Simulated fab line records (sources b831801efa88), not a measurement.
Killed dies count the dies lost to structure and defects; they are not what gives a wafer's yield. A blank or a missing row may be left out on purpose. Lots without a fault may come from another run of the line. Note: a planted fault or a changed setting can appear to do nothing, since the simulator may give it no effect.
fab line records -- flow sky130
[record] lots = 6, wafers = 18, last_day = 49
route steps=708 shown PWDE@52 NWELL@56 PAD_OPEN@708
lots that met no fault: from a run of the same line without faults
start_h: the number of hours between the record's first day and the start of the first shown wafer of the lot -- wait_h: hours elapsed since this lot's preceding step -- " as in the row above -- L1.1+2: a row that stands for several wafers -- - no value, or no start was given -- * or withheld: withheld -- < > ~ a bound
route shown NAME@n: a module of which the file shows steps, and the number in the route of the first -- usual: mean and standard deviation over wafers with no fault -- same: alike in all rows -- chamber/n: place in a boat -- sites: per-site readings -- _std_site: standard deviation of those values -- _edge_site: the outer-site mean with the inner-site mean subtracted -- radius_mm: how far each site lies from the wafer's centre -- mask NAME#n: copy n -- behind: tool/chamber where the wafer was last shaped -- hold: why the lot went on hold/how many hours it stayed there/how the hold came to an end -- device: transistor that didn't switch, given as n, p or np -- end of line: the route-end tests of the same wafers -- a step with no rows: only its recipe -- killed: at the first sort, the dies lost to defects and structure; wafer yield is something else -- map: per-die view of a wafer (x killed, . not killed, _ where there is no die)
set.NAME: the setting that was run; set.NAME@STEP: the one run at that earlier step -- model.NAME: the simulator's own value behind a step, which no gauge read
lots at some steps of the route; a table a step, a row a wafer
services: a tool's chamber out of use, with start hour (start_h, from the record's first day; less than 0 if before it), hours out, and reason
[[steps]]
[step SKY_PWDE_OVL_MEAS_07]
[usual] PWDE_OVL = 1.5/1.6
lot.wafer,tool,chamber,start_h,wait_h,PWDE_OVL[nm]
L365.3,overlay-02,-,81.45,-,0.8
L365.5,overlay-02,-,81.45,-,0.9
L365.6,overlay-02,-,81.45,-,1.0
L367.1,overlay-02,-,91.26,-,2.9
L367.4,overlay-02,-,91.26,-,1.9
L367.6,overlay-02,-,91.26,-,2.5
L373.1,overlay-01,-,122.44,-,-1.1
L373.3,overlay-01,-,122.44,-,1.3
L373.6,overlay-01,-,122.44,-,1.8
L376.2,overlay-01,-,140.46,-,2.5
L376.3,overlay-01,-,140.46,-,0.8
L376.6,overlay-01,-,140.46,-,2.9
L381.3,overlay-02,-,169.52,-,2.9
L381.5,overlay-02,-,169.52,-,5.0
L381.6,overlay-02,-,169.52,-,1.8
L382.1,overlay-01,-,180.96,-,2.1
L382.3,overlay-01,-,180.96,-,1.6
L382.5,overlay-01,-,180.96,-,2.2
[step SKY_PWDE_IMPLANT_08]
[recipe] species = B, energy_kev = 150, dose_cm2 = 3.6e+12, tilt_deg = withheld
[step SKY_PWDE_STRIP_09]
[recipe] chemistry = O2/N2, power_w = 1400, pressure_mtorr = 1500, platen_temp_c = withheld, o2_flow_sccm = 3000, n2_flow_sccm = 300, overash_fraction = 0.5
[usual] drypump_motor_current_A = 5.6/0.41, oes_product_au = 0.722/0.0042, strip_time_to_endpoint_s = 36.95/0.099
lot.wafer,tool,chamber,start_h,wait_h,drypump_motor_current_A,oes_product_au,rf_hours_counter_h,strip_time_to_endpoint_s
L365.3,plasma_asher-04,0,81.66,0.1,5.6,0.719,-,36.89
L365.5,plasma_asher-04,1,81.66,0.1,5.8,0.720,-,36.93
L365.6,plasma_asher-04,0,81.66,0.1,5.6,0.725,-,36.79
L367.1,plasma_asher-04,1,91.44,0.1,5.8,0.717,41,36.85
L367.4,plasma_asher-04,1,91.44,0.1,5.8,0.720,-,36.98
L367.6,plasma_asher-04,1,91.44,0.1,5.9,0.723,-,36.79
L373.1,plasma_asher-01,0,122.63,0.1,5.2,0.715,32,36.91
L373.3,plasma_asher-01,1,122.63,0.1,5.8,0.723,-,36.83
L373.6,plasma_asher-01,1,122.63,0.1,5.8,0.726,-,36.77
L376.2,plasma_asher-04,0,140.64,0.1,5.6,0.722,2,37.11
L376.3,plasma_asher-04,1,140.64,0.1,5.8,0.721,-,36.87
L376.6,plasma_asher-04,0,140.64,0.1,5.6,0.726,-,36.98
L381.3,plasma_asher-03,0,169.72,0.1,6.2,0.718,-,37.09
L381.5,plasma_asher-03,0,169.72,0.1,6.2,0.728,-,37.14
L381.6,plasma_asher-03,1,169.72,0.1,4.9,0.724,-,36.97
L382.1,plasma_asher-04,0,181.15,0.1,5.6,0.719,6,37.00
L382.3,plasma_asher-04,0,181.15,0.1,5.6,0.725,-,36.94
L382.5,plasma_asher-04,1,181.15,0.1,5.8,0.731,-,37.00
[step SKY_PWDE_TW_MEAS_10]
[usual] PWDE_TW = 373.1/1.8
lot.wafer,tool,chamber,start_h,wait_h,PWDE_TW
L365.3,film_metro-01,-,81.75,0.1,373.7
L365.5,film_metro-01,-,81.75,0.1,372.1
L365.6,film_metro-01,-,81.75,0.1,373.3
L367.1,film_metro-03,-,91.54,0.1,370.8
L367.4,film_metro-03,-,91.54,0.1,372.8
L367.6,film_metro-03,-,91.54,0.1,370.3
L373.1,film_metro-02,-,122.73,0.1,374.5
L373.3,film_metro-02,-,122.73,0.1,375.9
L373.6,film_metro-02,-,122.73,0.1,374.3
L376.2,film_metro-02,-,140.75,0.1,377.0
L376.3,film_metro-02,-,140.75,0.1,375.2
L376.6,film_metro-02,-,140.75,0.1,375.7
L381.3,film_metro-02,-,169.81,0.1,375.5
L381.5,film_metro-02,-,169.81,0.1,375.6
L381.6,film_metro-02,-,169.81,0.1,378.5
L382.1,film_metro-03,-,181.25,0.1,373.6
L382.3,film_metro-03,-,181.25,0.1,374.8
L382.5,film_metro-03,-,181.25,0.1,372.4
[step SKY_NWELL_DEHYDRATE_03]
[recipe] temp_c = 200, time_s = 60
[step SKY_NWELL_HMDS_04]
[recipe] prime_time_s = 60, prime_temp_c = 120
[step SKY_NWELL_COAT_05]
[recipe] spin_rpm = 2000, resist_thk_nm = 3000
[step SKY_NWELL_SOFTBAKE_06]
[recipe] temp_c = 110, time_s = withheld
[step SKY_NWELL_EXPOSE_07]
[recipe] mask_id = NWM, na = 0.6, source_shape = conventional, sigma_outer = 0.6, polarization = unpolarized, target_cd_nm = 840, dose_mj = 255
[step SKY_NWELL_PEB_08]
[recipe] temp_c = 115, time_s = withheld
[step SKY_NWELL_DEVELOP_09]
[recipe] wall_angle_deg = 90, developer = TMAH, develop_time_s = 60, dev_temp_c = 23
[step SKY_NWELL_OVL_MEAS_10]
[usual] NWELL_00_OVL = -0.4/1.2
lot.wafer,tool,chamber,start_h,wait_h,NWELL_00_OVL[nm]
L365.3,overlay-01,-,98.34,-,0.2
L365.5,overlay-01,-,98.34,-,-0.5
L365.6,overlay-01,-,98.34,-,-0.4
L367.1,overlay-01,-,108.79,-,0.9
L367.4,overlay-01,-,108.79,-,2.4
L367.6,overlay-01,-,108.79,-,1.1
L373.1,overlay-02,-,140.81,-,0.3
L373.3,overlay-02,-,140.81,-,0.0
L373.6,overlay-02,-,140.81,-,-0.5
L376.2,overlay-01,-,160.83,-,0.1
L376.3,overlay-01,-,160.83,-,-1.4
L376.6,overlay-01,-,160.83,-,-0.3
L381.3,overlay-01,-,190.54,-,1.2
L381.5,overlay-01,-,190.54,-,0.4
L381.6,overlay-01,-,190.54,-,0.7
L382.1,overlay-01,-,202.48,-,-2.9
L382.3,overlay-01,-,202.48,-,-1.6
L382.5,overlay-01,-,202.48,-,-0.9
[step SKY_NWELL_IMPLANT_11]
[recipe] species = P, energy_kev = 400, dose_cm2 = 1.9e+13, tilt_deg = withheld
[usual] dose_ions_cm2 = 1.9001e+13/2e+10, faraday_current_uA = 106.9/2.1
lot.wafer,tool,chamber,start_h,wait_h,dose_ions_cm2,faraday_current_uA
L365.3,implanter-02,0,98.41,0.1,1.901e+13,107.2
L365.5,implanter-02,0,98.41,0.1,1.8997e+13,112.5
L365.6,implanter-02,0,98.41,0.1,1.9014e+13,109.6
L367.1,implanter-03,0,108.83,0.0,1.9011e+13,106.0
L367.4,implanter-03,0,108.83,0.0,1.8981e+13,109.4
L367.6,implanter-03,0,108.83,0.0,1.9006e+13,106.6
L373.1,implanter-03,0,140.84,0.0,2.1384e+13,118.5
L373.3,implanter-03,0,140.84,0.0,2.1356e+13,122.5
L373.6,implanter-03,0,140.84,0.0,2.1389e+13,117.8
L376.2,implanter-03,0,160.89,0.0,2.1358e+13,123.5
L376.3,implanter-03,0,160.89,0.0,2.1344e+13,119.2
L376.6,implanter-03,0,160.89,0.0,2.1333e+13,123.4
L381.3,implanter-02,0,190.61,0.1,1.9005e+13,107.2
L381.5,implanter-02,0,190.61,0.1,1.9009e+13,106.2
L381.6,implanter-02,0,190.61,0.1,1.9019e+13,109.2
L382.1,implanter-02,0,202.51,0.0,1.9006e+13,109.2
L382.3,implanter-02,0,202.51,0.0,1.9013e+13,109.5
L382.5,implanter-02,0,202.51,0.0,1.9013e+13,110.9
[step SKY_NWELL_IMPLANT_12]
[recipe] species = P, energy_kev = 120, dose_cm2 = 1.3e+12, tilt_deg = withheld
[step SKY_NWELL_IMPLANT_13]
[recipe] species = P, energy_kev = 50, dose_cm2 = 7e+11, tilt_deg = withheld
[step SKY_NWELL_STRIP_14]
[recipe] chemistry = O2/N2, power_w = 1400, pressure_mtorr = 1500, platen_temp_c = withheld, o2_flow_sccm = 3000, n2_flow_sccm = 300, overash_fraction = 0.5
[usual] drypump_motor_current_A = 5.6/0.65, oes_product_au = 0.722/0.0048, strip_time_to_endpoint_s = 36.91/0.096
lot.wafer,tool,chamber,start_h,wait_h,drypump_motor_current_A,oes_product_au,rf_hours_counter_h,strip_time_to_endpoint_s
L365.3,plasma_asher-02,1,98.85,0.1,4.8,0.717,-,36.78
L365.5,plasma_asher-02,1,98.85,0.1,4.9,0.720,-,36.88
L365.6,plasma_asher-02,0,98.85,0.1,6.4,0.723,-,36.77
L367.1,plasma_asher-03,0,109.28,0.1,6.3,0.722,44,36.86
L367.4,plasma_asher-03,0,109.28,0.1,6.3,0.730,-,36.88
L367.6,plasma_asher-03,1,109.28,0.1,4.9,0.717,-,36.89
L373.1,plasma_asher-03,0,141.29,0.1,6.3,0.720,47,37.01
L373.3,plasma_asher-03,0,141.29,0.1,6.3,0.730,-,36.96
L373.6,plasma_asher-03,0,141.29,0.1,6.3,0.722,-,36.86
L376.2,plasma_asher-04,1,161.31,0.1,5.8,0.716,4,36.89
L376.3,plasma_asher-04,0,161.31,0.1,5.5,0.722,-,36.82
L376.6,plasma_asher-04,0,161.31,0.1,5.5,0.727,-,36.78
L381.3,plasma_asher-02,1,191.05,0.1,4.8,0.725,-,36.95
L381.5,plasma_asher-02,0,191.05,0.1,6.4,0.717,-,36.93
L381.6,plasma_asher-02,1,191.05,0.1,4.8,0.720,-,36.87
L382.1,plasma_asher-03,0,202.96,0.1,6.2,0.715,53,36.73
L382.3,plasma_asher-03,0,202.96,0.1,6.3,0.723,-,36.85
L382.5,plasma_asher-03,1,202.96,0.1,4.9,0.721,-,36.91
[step SKY_NWELL_TW_MEAS_15]
[usual] NWELL_TW = 1816/9.1
lot.wafer,tool,chamber,start_h,wait_h,NWELL_TW
L365.3,film_metro-01,-,98.93,0.1,1829
L365.5,film_metro-01,-,98.93,0.1,1829
L365.6,film_metro-01,-,98.93,0.1,1836
L367.1,film_metro-03,-,109.38,0.1,1810
L367.4,film_metro-03,-,109.38,0.1,1816
L367.6,film_metro-03,-,109.38,0.1,1805
L373.1,film_metro-02,-,141.39,0.1,1887
L373.3,film_metro-02,-,141.39,0.1,1891
L373.6,film_metro-02,-,141.39,0.1,1891
L376.2,film_metro-02,-,161.42,0.1,1886
L376.3,film_metro-02,-,161.42,0.1,1894
L376.6,film_metro-02,-,161.42,0.1,1895
L381.3,film_metro-03,-,191.13,0.1,1817
L381.5,film_metro-03,-,191.13,0.1,1812
L381.6,film_metro-03,-,191.13,0.1,1820
L382.1,film_metro-01,-,203.06,0.1,1808
L382.3,film_metro-01,-,203.06,0.1,1820
L382.5,film_metro-01,-,203.06,0.1,1815
[step SKY_NWELL_DEHYDRATE_16]
[recipe] temp_c = 200, time_s = 60
[step SKY_NWELL_HMDS_17]
[recipe] prime_time_s = 60, prime_temp_c = 120
[step SKY_NWELL_COAT_18]
[recipe] spin_rpm = 2000, resist_thk_nm = 3000
[step SKY_NWELL_SOFTBAKE_19]
[recipe] temp_c = 110, time_s = withheld
[step SKY_NWELL_EXPOSE_20]
[recipe] mask_id = NWM_COMPLEMENT, na = 0.6, source_shape = conventional, sigma_outer = 0.6, polarization = unpolarized, target_cd_nm = 840, dose_mj = 260
[step SKY_NWELL_PEB_21]
[recipe] temp_c = 115, time_s = withheld
[step SKY_NWELL_DEVELOP_22]
[recipe] wall_angle_deg = 90, developer = TMAH, develop_time_s = 60, dev_temp_c = 23
[step SKY_NWELL_OVL_MEAS_23]
[usual] NWELL_01_OVL = -0.6/1.3
lot.wafer,tool,chamber,start_h,wait_h,NWELL_01_OVL[nm]
L365.3,overlay-01,-,115.57,-,-1.0
L365.5,overlay-01,-,115.57,-,-1.3
L365.6,overlay-01,-,115.57,-,-1.1
L367.1,overlay-01,-,125.83,-,-1.2
L367.4,overlay-01,-,125.83,-,-1.1
L367.6,overlay-01,-,125.83,-,-1.0
L373.1,overlay-02,-,161.18,-,2.2
L373.3,overlay-02,-,161.18,-,1.5
L373.6,overlay-02,-,161.18,-,0.6
L376.2,overlay-02,-,181.33,-,-1.8
L376.3,overlay-02,-,181.33,-,-2.1
L376.6,overlay-02,-,181.33,-,-0.7
L381.3,overlay-01,-,212.24,-,-2.1
L381.5,overlay-01,-,212.24,-,-2.3
L381.6,overlay-01,-,212.24,-,-1.5
L382.1,overlay-02,-,224.58,-,0.7
L382.3,overlay-02,-,224.58,-,1.1
L382.5,overlay-02,-,224.58,-,-0.5
[step SKY_NWELL_IMPLANT_24]
[recipe] species = B, energy_kev = 140, dose_cm2 = 9.2e+12, tilt_deg = withheld
[step SKY_NWELL_STRIP_25]
[recipe] chemistry = O2/N2, power_w = 1400, pressure_mtorr = 1500, platen_temp_c = withheld, o2_flow_sccm = 3000, n2_flow_sccm = 300, overash_fraction = 0.5
[usual] drypump_motor_current_A = 5.6/0.64, oes_product_au = 0.723/0.0048, strip_time_to_endpoint_s = 36.92/0.12
lot.wafer,tool,chamber,start_h,wait_h,drypump_motor_current_A,oes_product_au,rf_hours_counter_h,strip_time_to_endpoint_s
L365.3,plasma_asher-03,0,115.77,0.1,6.3,0.726,-,36.82
L365.5,plasma_asher-03,1,115.77,0.1,4.9,0.718,-,36.82
L365.6,plasma_asher-03,0,115.77,0.1,6.3,0.725,-,36.84
L367.1,plasma_asher-03,0,126.01,0.1,6.2,0.727,45,36.87
L367.4,plasma_asher-03,1,126.01,0.1,4.9,0.718,-,36.86
L367.6,plasma_asher-03,1,126.01,0.1,4.9,0.723,-,36.83
L373.1,plasma_asher-03,1,161.36,0.1,4.9,0.730,49,36.87
L373.3,plasma_asher-03,0,161.36,0.1,6.2,0.717,-,36.83
L373.6,plasma_asher-03,1,161.36,0.1,4.9,0.718,-,36.89
L376.2,plasma_asher-04,1,181.53,0.1,5.8,0.724,6,36.77
L376.3,plasma_asher-04,1,181.53,0.1,5.8,0.730,-,36.77
L376.6,plasma_asher-04,1,181.53,0.1,5.8,0.717,-,36.71
L381.3,plasma_asher-03,0,212.48,0.1,6.2,0.726,-,36.91
L381.5,plasma_asher-03,0,212.48,0.1,6.3,0.718,-,37.05
L381.6,plasma_asher-03,1,212.48,0.1,4.9,0.708,-,36.93
L382.1,plasma_asher-04,1,224.76,0.1,5.8,0.729,10,37.07
L382.3,plasma_asher-04,0,224.76,0.1,5.5,0.718,-,37.07
L382.5,plasma_asher-04,1,224.76,0.1,5.8,0.721,-,37.08
[step SKY_NWELL_TW_MEAS_26]
[usual] NWELL_2_TW = 497.1/2.6
lot.wafer,tool,chamber,start_h,wait_h,NWELL_2_TW
L365.3,film_metro-02,-,115.86,0.1,502.6
L365.5,film_metro-02,-,115.86,0.1,498.6
L365.6,film_metro-02,-,115.86,0.1,500.4
L367.1,film_metro-02,-,126.11,0.1,494.6
L367.4,film_metro-02,-,126.11,0.1,497.1
L367.6,film_metro-02,-,126.11,0.1,497.0
L373.1,film_metro-03,-,161.46,0.1,492.8
L373.3,film_metro-03,-,161.46,0.1,491.5
L373.6,film_metro-03,-,161.46,0.1,495.5
L376.2,film_metro-03,-,181.64,0.1,498.0
L376.3,film_metro-03,-,181.64,0.1,494.5
L376.6,film_metro-03,-,181.64,0.1,494.2
L381.3,film_metro-02,-,212.57,0.1,501.9
L381.5,film_metro-02,-,212.57,0.1,502.4
L381.6,film_metro-02,-,212.57,0.1,502.7
L382.1,film_metro-01,-,224.86,0.1,496.1
L382.3,film_metro-01,-,224.86,0.1,493.2
L382.5,film_metro-01,-,224.86,0.1,497.0
[step SKY_NWELL_CLEAN_27]
[recipe] chemistry = SC1/SC2, mix = 1:4:20, temp_c = 70, time_s = 150, dry = n2_spin
[step SKY_NWELL_RTA_28]
[recipe] temp_c = 1050, time_s = 30, idle_temp_c = 650, ramp_up_c_per_s = 150, ramp_down_c_per_s = 90, ambient = N2
[usual] lamp_power_pct = 25.31/0.051, wafer_temp_C_max = 1054.9/1
lot.wafer,tool,chamber,start_h,wait_h,lamp_power_pct,wafer_temp_C_max
L365.3,rtp_anneal-02,0,115.99,0.0,25.29,1054.4
L365.5,rtp_anneal-02,0,115.99,0.0,25.30,1055.7
L365.6,rtp_anneal-02,0,115.99,0.0,25.30,1053.9
L367.1,rtp_anneal-02,0,126.22,0.0,25.35,1054.7
L367.4,rtp_anneal-02,0,126.22,0.0,25.34,1055.0
L367.6,rtp_anneal-02,0,126.22,0.0,25.34,1055.2
L373.1,rtp_anneal-02,0,161.58,0.0,25.32,1056.9
L373.3,rtp_anneal-02,0,161.58,0.0,25.32,1055.6
L373.6,rtp_anneal-02,0,161.58,0.0,25.32,1056.6
L376.2,rtp_anneal-02,0,181.75,0.0,25.37,1054.3
L376.3,rtp_anneal-02,0,181.75,0.0,25.32,1055.4
L376.6,rtp_anneal-02,0,181.75,0.0,25.27,1054.3
L381.3,rtp_anneal-01,0,212.69,0.0,25.30,1053.5
L381.5,rtp_anneal-01,0,212.69,0.0,25.29,1055.8
L381.6,rtp_anneal-01,0,212.69,0.0,25.30,1054.8
L382.1,rtp_anneal-01,0,224.97,0.0,25.34,1056.1
L382.3,rtp_anneal-01,0,224.97,0.0,25.23,1053.4
L382.5,rtp_anneal-01,0,224.97,0.0,25.31,1057.8
[step SKY_NWELL_RS_MEAS_29]
[recipe] thk_meas_gauge = four-point-probe
[usual] NWELL_RS = 625.1/1.7
lot.wafer,tool,chamber,start_h,wait_h,NWELL_RS[ohm/sq]
L365.3,film_metro-01,-,116.10,0.1,624.3
L365.5,film_metro-01,-,116.10,0.1,625.5
L365.6,film_metro-01,-,116.10,0.1,625.6
L367.1,film_metro-02,-,126.42,0.2,625.7
L367.4,film_metro-02,-,126.42,0.2,626.1
L367.6,film_metro-02,-,126.42,0.2,626.7
L373.1,film_metro-01,-,161.68,0.1,585.3
L373.3,film_metro-01,-,161.68,0.1,587.4
L373.6,film_metro-01,-,161.68,0.1,586.0
L376.2,film_metro-02,-,181.86,0.1,588.4
L376.3,film_metro-02,-,181.86,0.1,588.3
L376.6,film_metro-02,-,181.86,0.1,587.6
L381.3,film_metro-01,-,212.80,0.1,626.2
L381.5,film_metro-01,-,212.80,0.1,627.4
L381.6,film_metro-01,-,212.80,0.1,625.4
L382.1,film_metro-03,-,225.07,0.1,626.0
L382.3,film_metro-03,-,225.07,0.1,622.7
L382.5,film_metro-03,-,225.07,0.1,624.5
[step SKY_PAD_OPEN_PROBE_99]
[usual] killed_at_M0_to_M3 = 43/6.8, killed_at_M4_up = 3.2/1.8, killed_at_contacts = 24/5.2, killed_at_front_end = 15/4.2, killed_at_other = 0.4/0.62, killed_dies = 85/8.7, killed_open = 46/6.7, killed_short = 39/5.9
[same] gross_dies = 492, killed_at_back_side = 0
lot.wafer,tool,chamber,start_h,wait_h,killed_at_M0_to_M3,killed_at_M4_up,killed_at_contacts,killed_at_front_end,killed_at_other,killed_dies,killed_open,killed_short,model.etest.nfet_16v.r_on_ohm_um,model.etest.res_nwell.line_ohm_um,model.etest.res_nwell.rs_ohm_sq,model.etest.field_p.vt_v
L365.3,prober-01,-,1082.37,0.2,41,1,31,15,0,88,50,38,1.38e+04,1224,1018,-44.15
L365.5,prober-01,-,1082.47,0.2,46,3,17,21,0,87,48,39,1.372e+04,1206,1008,-43.55
L365.6,prober-01,-,1082.52,0.2,33,2,20,10,0,65,34,30,1.388e+04,1225,1012,-43.7
L367.1,prober-02,-,1091.49,0.1,46,9,16,20,1,92,45,47,1.402e+04,1202,1016,-43.79
L367.4,prober-02,-,1091.64,0.2,26,5,26,12,1,70,34,36,1.39e+04,1191,978.6,-42.34
L367.6,prober-02,-,1091.74,0.2,52,7,26,18,0,103,48,55,1.38e+04,1179,978.7,-42.16
L373.1,prober-02,-,1139.61,0.1,33,9,30,14,0,86,51,34,1.388e+04,1003,845.2,-42.84
L373.3,prober-02,-,1139.71,0.2,39,5,29,18,1,92,53,37,1.385e+04,1006,856.6,-42.92
L373.6,prober-02,-,1139.86,0.2,51,2,23,15,0,91,57,34,1.386e+04,1012,874.5,-44.26
L376.2,prober-01,-,1147.37,0.1,46,6,21,13,0,86,45,41,1.399e+04,975.6,828.5,-41.55
L376.3,prober-01,-,1147.42,0.2,33,4,20,18,0,75,32,43,1.412e+04,979.9,823.2,-41.01
L376.6,prober-01,-,1147.57,0.2,41,4,27,14,0,86,37,49,1.41e+04,980.7,824,-41.56
L381.3,prober-02,-,1173.38,0.2,48,5,25,21,2,101,51,49,1.396e+04,1140,962.9,-41.98
L381.5,prober-02,-,1173.48,0.2,46,4,23,15,2,90,46,42,1.405e+04,1170,983,-43.01
L381.6,prober-02,-,1173.53,0.2,42,2,29,17,0,90,50,40,1.392e+04,1164,963.7,-42.01
L382.1,prober-01,-,1181.44,0.1,45,4,20,17,0,86,36,50,1.38e+04,1159,953.7,-41.28
L382.3,prober-01,-,1181.54,0.2,33,2,26,20,0,81,41,40,1.387e+04,1158,966.5,-42.19
L382.5,prober-01,-,1181.64,0.2,34,1,24,13,1,73,42,31,1.384e+04,1146,936.7,-40.68
// killed by level:class
L365.3 CONTACT:geometric_particle:open=16 VIA1:geometric_particle:open=7 METAL1:geometric_particle:short=6 METAL2:geometric_particle:short=6 VIA3:geometric_particle:open=6 POLY_GATE:geometric_particle:short=5 POLY_GATE:geometric_particle:open=5 VIA2:geometric_particle:open=5
L365.5 VIA3:geometric_particle:open=11 VIA2:geometric_particle:open=9 CONTACT:geometric_particle:open=9 FIELD_ISO:geometric_particle:short=7 VIA1:geometric_particle:short=7 VIA1:geometric_particle:open=6 POLY_GATE:geometric_particle:short=5 METAL1:geometric_particle:short=4
L365.6 VIA1:geometric_particle:open=8 METAL1:geometric_particle:short=6 FIELD_ISO:geometric_particle:open=5 CONTACT:geometric_particle:open=5 VIA3:geometric_particle:open=5 LI_CONTACT:geometric_particle:open=4 LOCAL_INTERCONNECT:geometric_particle:short=4 METAL2:geometric_particle:short=4
L367.1 VIA3:geometric_particle:open=8 VIA1:geometric_particle:short=7 CONTACT:geometric_particle:open=7 VIA1:geometric_particle:open=7 METAL4:geometric_particle:short=7 POLY_GATE:geometric_particle:open=6 METAL1:geometric_particle:short=6 FIELD_ISO:geometric_particle:open=5
L367.4 CONTACT:geometric_particle:short=9 CONTACT:geometric_particle:open=6 FIELD_ISO:geometric_particle:open=4 FIELD_ISO:geometric_particle:short=4 VIA1:geometric_particle:open=4 LI_CONTACT:geometric_particle:open=4 VIA2:geometric_particle:open=4 LI_CONTACT:geometric_particle:short=3
L367.6 METAL2:geometric_particle:short=11 CONTACT:geometric_particle:open=10 VIA1:geometric_particle:open=8 VIA2:geometric_particle:open=7 VIA3:geometric_particle:open=7 CONTACT:geometric_particle:short=6 VIA1:geometric_particle:short=6 METAL4:geometric_particle:short=6
L373.1 CONTACT:geometric_particle:open=14 VIA1:geometric_particle:open=11 CONTACT:geometric_particle:short=6 VIA1:geometric_particle:short=5 METAL4:geometric_particle:short=5 FIELD_ISO:geometric_particle:open=4 POLY_GATE:geometric_particle:open=4 LI_CONTACT:geometric_particle:open=4
L373.3 CONTACT:geometric_particle:open=13 VIA1:geometric_particle:open=8 VIA2:geometric_particle:open=8 VIA3:geometric_particle:open=7 LOCAL_INTERCONNECT:geometric_particle:short=5 POLY_GATE:geometric_particle:open=4 POLY_GATE:geometric_particle:short=4 LI_CONTACT:geometric_particle:open=4
L373.6 VIA3:geometric_particle:open=10 CONTACT:geometric_particle:open=9 VIA1:geometric_particle:open=9 LI_CONTACT:geometric_particle:open=7 FIELD_ISO:geometric_particle:open=6 METAL1:geometric_particle:short=6 VIA1:geometric_particle:short=6 VIA2:geometric_particle:open=6
L376.2 METAL1:geometric_particle:short=13 CONTACT:geometric_particle:open=7 LI_CONTACT:geometric_particle:open=6 METAL2:geometric_particle:short=6 POLY_GATE:geometric_particle:open=5 VIA1:geometric_particle:open=5 VIA2:geometric_particle:open=5 VIA3:geometric_particle:open=5
L376.3 CONTACT:geometric_particle:short=7 CONTACT:geometric_particle:open=6 METAL1:geometric_particle:short=5 VIA2:geometric_particle:open=5 FIELD_ISO:geometric_particle:open=4 LOCAL_INTERCONNECT:geometric_particle:short=4 METAL3:geometric_particle:short=4 METAL1:geometric_particle:open=4
L376.6 CONTACT:geometric_particle:open=11 METAL1:geometric_particle:short=11 FIELD_ISO:geometric_particle:short=6 CONTACT:geometric_particle:short=6 VIA1:geometric_particle:open=6 LI_CONTACT:geometric_particle:open=5 LOCAL_INTERCONNECT:geometric_particle:short=4 VIA2:geometric_particle:short=4
L381.3 VIA1:geometric_particle:open=14 CONTACT:geometric_particle:open=9 VIA2:geometric_particle:open=8 METAL2:geometric_particle:short=6 FIELD_ISO:geometric_particle:open=5 CONTACT:geometric_particle:short=5 VIA1:geometric_particle:short=5 FIELD_ISO:geometric_particle:short=4
L381.5 CONTACT:geometric_particle:open=10 METAL2:geometric_particle:short=9 VIA1:geometric_particle:short=9 LI_CONTACT:geometric_particle:open=7 VIA1:geometric_particle:open=7 FIELD_ISO:geometric_particle:short=6 VIA2:geometric_particle:open=6 VIA3:geometric_particle:open=6
L381.6 CONTACT:geometric_particle:open=16 METAL2:geometric_particle:short=7 VIA1:geometric_particle:open=7 VIA2:geometric_particle:open=7 VIA1:geometric_particle:short=6 LI_CONTACT:geometric_particle:open=5 POLY_GATE:geometric_particle:open=4 LI_CONTACT:geometric_particle:short=4
L382.1 METAL1:geometric_particle:short=10 VIA1:geometric_particle:open=9 METAL2:geometric_particle:short=7 LOCAL_INTERCONNECT:geometric_particle:short=6 CONTACT:geometric_particle:open=6 VIA3:geometric_particle:short=6 SPACER:geometric_particle:open=5 VIA1:geometric_particle:short=5
L382.3 VIA1:geometric_particle:open=8 FIELD_ISO:geometric_particle:short=7 METAL1:geometric_particle:short=7 LI_CONTACT:geometric_particle:open=7 CONTACT:geometric_particle:open=7 FIELD_ISO:geometric_particle:open=6 CONTACT:geometric_particle:short=6 LOCAL_INTERCONNECT:geometric_particle:short=4
L382.5 CONTACT:geometric_particle:open=13 VIA3:geometric_particle:open=8 VIA2:geometric_particle:open=5 CONTACT:geometric_particle:short=4 VIA1:geometric_particle:open=4 METAL1:geometric_particle:short=4 METAL2:geometric_particle:short=4 FIELD_ISO:geometric_particle:short=3
[[services]]
tool,chamber,start_h,hours,kind
rtp_anneal-02,-,87.70,5.2,pm
plasma_asher-04,-,108.75,9.0,pm
plasma_asher-04,0,108.75,9.0,vent_cycle
plasma_asher-04,1,108.75,9.0,vent_cycle
plasma_asher-04,0,117.75,-,clean
plasma_asher-04,1,117.75,-,clean
plasma_asher-04,-,141.71,4.5,repair
plasma_asher-02,-,155.94,14.6,pm
plasma_asher-03,-,170.99,1.3,repair
implanter-03,-,189.38,0.7,repair
plasma_asher-04,-,195.30,4.3,repair
implanter-02,-,212.21,4.0,pm
rtp_anneal-01,-,220.73,3.5,pm
[[key]]
[first_sign] step = SKY_NWELL_IMPLANT_11, reading = dose_ions_cm2, direction = up, sigmas = 99+, usual = *, struck = *
[effect] step = SKY_NWELL_IMPLANT_11, reading = faraday_current_uA, direction = up, sigmas = 6.5, usual = 106.9, struck = 120.8
[effect] step = SKY_NWELL_TW_MEAS_15, reading = NWELL_TW, direction = up, sigmas = 8.2, usual = 1816, struck = 1891
[effect] step = SKY_NWELL_RS_MEAS_29, reading = NWELL_RS, direction = down, sigmas = 22, usual = 625.1, struck = 587.2
[model_effect] step = SKY_PAD_OPEN_PROBE_99, value = etest.nfet_16v.r_on_ohm_um, without = 1.442e+04, struck = 1.397e+04
met_at SKY_NWELL_IMPLANT_11
struck_wafers L373.1,L373.3,L373.6,L376.2,L376.3,L376.6
tester_left_out L373,L376
onset_between 108.83 140.84
[fault] kind = process_parameter_drift, tool = implanter-03, chamber = -, onset_h = 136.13, steps = SKY_NWELL_IMPLANT_11, channel = dose_cm2, offset = *, shape = step, end_h = 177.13, acts_in = *, stated = *
// tester_left_out: of these lots the tester's yield and bins aren't shown, on N5 and GAA mostly nor the transistor test; their killed dies are dies lost to structure and defects alone, not to doping, threshold or leakage, so they don't give the yield
